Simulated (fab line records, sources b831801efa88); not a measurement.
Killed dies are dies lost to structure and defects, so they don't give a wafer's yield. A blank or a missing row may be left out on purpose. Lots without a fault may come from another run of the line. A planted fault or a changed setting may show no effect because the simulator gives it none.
A struck lot beside a sound one | flow sky130 | 17 steps out of a route of 708
Sound: wafers L949.1, L949.3, L949.5. Struck: wafers L950.4, L950.5, L950.6. The cause comes at the end.
At each step with rows: each side's tool, then ch and its chambers, then its first start. Under that, the readings that differ: sound wafers | struck wafers | difference of the means | sigmas: that difference in standard deviations of wafers without a fault.
alike: readings whose means differ by less than 2 such deviations, and words and numbers that are the same on both sides. not compared: withheld readings, readings that some wafer has no value for, bounds like >300 that may hide the same value, and numbers for which the record gives no deviation and whose values overlap.
The two part at a step that has a row with sigmas, a row that says differs or no value, or rows on one side only. Numbers that don't overlap but have no deviation are shown without sigmas and don't part them. A reading that every wafer of one side lacks parts them only if that side has two wafers or more.

SKY_LI_CONTACT_CMP_02: polishes PSG.
  sound on cmp-01 ch 2,3, day 28 11:56; struck on cmp-01 ch 0,1,3, day 28 20:40
  alike: motor_current_A, time_to_endpoint_s
SKY_LI_CONTACT_BOW_MEAS_03:
  sound on film_metro-01, day 28 12:11; struck on film_metro-02, day 28 20:52
  alike: LI_CONTACT_BOW
then, 8 steps without rows for these wafers: SKY_LI_CONTACT_DEHYDRATE_04 (time 60 s); SKY_LI_CONTACT_HMDS_05 (prime time 60 s); SKY_LI_CONTACT_COAT_06 (resist thk 60 nm); SKY_LI_CONTACT_COAT_07 (resist thk 450 nm); SKY_LI_CONTACT_SOFTBAKE_08 (time 90 s); SKY_LI_CONTACT_EXPOSE_09 (exposes mask LICM1, target cd 170 nm); SKY_LI_CONTACT_PEB_10; SKY_LI_CONTACT_DEVELOP_11 (develop time 60 s).
SKY_LI_CONTACT_CD_MEAS_12: target cd 170 nm.
  sound on cd_sem-01, day 29 16:49; struck on cd_sem-01, day 30 00:29
  alike: cd_nm
SKY_LI_CONTACT_OVL_MEAS_13:
  sound on overlay-02, day 29 16:56; struck on overlay-01, day 30 00:33
  alike: LI_CONTACT_OVL
SKY_LI_CONTACT_ETCH_14: etches BARC in N2/H2, stops on SiO2, time 45.9 s, target depth 60 nm.
  sound on rie_diel-04 ch 1,3, day 29 16:58; struck on rie_diel-04 ch 0,1,3, day 30 00:35
  reading                                           | sound             | struck            | difference | sigmas
  oes_product_au (a.u.)                             | 0.862 0.857 0.857 | 1.005 1.010 0.997 | +0.145     | +28
  run_length_s (s)                                  | 74.5 74.1 74.1    | 53.2 53.4 53.1    | -21.0      | -47
  model.KrF-thick_of_LI_CONTACT_COAT_07.thk_nm (nm) | 390.6 389.9 390.3 | 411.9 411.9 411.7 | +21.6      |
  model.etch.depth_nm (nm)                          | 60.14 60.19 60.13 | 42.04 42.84 41.99 | -17.86     |
  model.LI_CONTACT.cd_nm (nm)                       | 171.1 170.4 170.2 | 164.5 164 163.7   | -6.5       |
  alike: drypump_motor_current_A, n2_flow_sccm, throttle_valve_pct
  not compared: rf_hours_counter_h
SKY_LI_CONTACT_ETCH_15: etches PSG in C4F8/O2/Ar, stops on Si, target depth 600 nm.
  sound on rie_diel-04 ch 1,3, day 29 17:01; struck on rie_diel-04 ch 0,1,3, day 30 00:40
  reading                                           | sound             | struck            | difference | sigmas
  model.KrF-thick_of_LI_CONTACT_COAT_07.thk_nm (nm) | 227.7 227 226.9   | 251 247.8 249.6   | +22        |
  model.LI_CONTACT.cd_nm (nm)                       | 171.4 169.8 170.8 | 164.9 163.9 163.4 | -6.6       |
  alike: oes_product_au
SKY_LI_CONTACT_STRIP_16: strips in O2/N2.
  sound on plasma_asher-02 ch 0,1, day 29 17:06; struck on plasma_asher-03 ch 0,1, day 30 00:44
  reading                      | sound          | struck         | difference | sigmas
  strip_time_to_endpoint_s (s) | 3.45 3.45 3.43 | 3.70 3.66 3.69 | +0.24      | +8
  alike: drypump_motor_current_A, n2_flow_sccm, o2_flow_sccm, oes_product_au
  not compared: rf_hours_counter_h
then, 1 step without rows for these wafers: SKY_LI_CONTACT_CLEAN_17 (cleans in NMP, time 600 s).
-- the record jumps here: 16 days lie between the struck wafers' starts before and after (it left off in module LI_CONTACT and takes up again in module PAD_OPEN, whose first step shown is number 708 of the route) --
SKY_PAD_OPEN_PROBE_99:
  sound on prober-02, day 46 03:30; struck on prober-01, day 46 06:49
  reading                          | sound             | struck            | difference | sigmas
  model.etest.licon_pdiff.rc_ohm   | 595 590.6 559.2   | 645.4 646.5 661.9 | +69.7      |
  model.etest.licon_high_po.rc_ohm | 349.4 346.3 356.5 | 383.6 382.1 377.8 | +30.4      |
  model.etest.licon_ndiff.rc_ohm   | 180.6 181.4 175.5 | 209.4 214.6 210.7 | +32.4      |
  model.etest.licon_poly.rc_ohm    | 151.7 147.1 145.9 | 173.6 172.6 169.8 | +23.8      |
  alike: killed_at_M0_to_M3, killed_at_M4_up, killed_at_contacts, killed_at_front_end, killed_at_other, killed_dies, killed_open, killed_short
  not compared: model.etest.sonos_uncharged.r_on_ohm_um

WHERE THEY PART
First at SKY_LI_CONTACT_ETCH_14; last, within this record, at SKY_LI_CONTACT_STRIP_16. Later steps at which nothing parts them and some readings are alike: SKY_PAD_OPEN_PROBE_99.

WHY: what the simulator had put in
Process parameter drift: rie_diel-04, from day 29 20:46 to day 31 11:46, at SKY_LI_CONTACT_ETCH_14. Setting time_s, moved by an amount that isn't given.
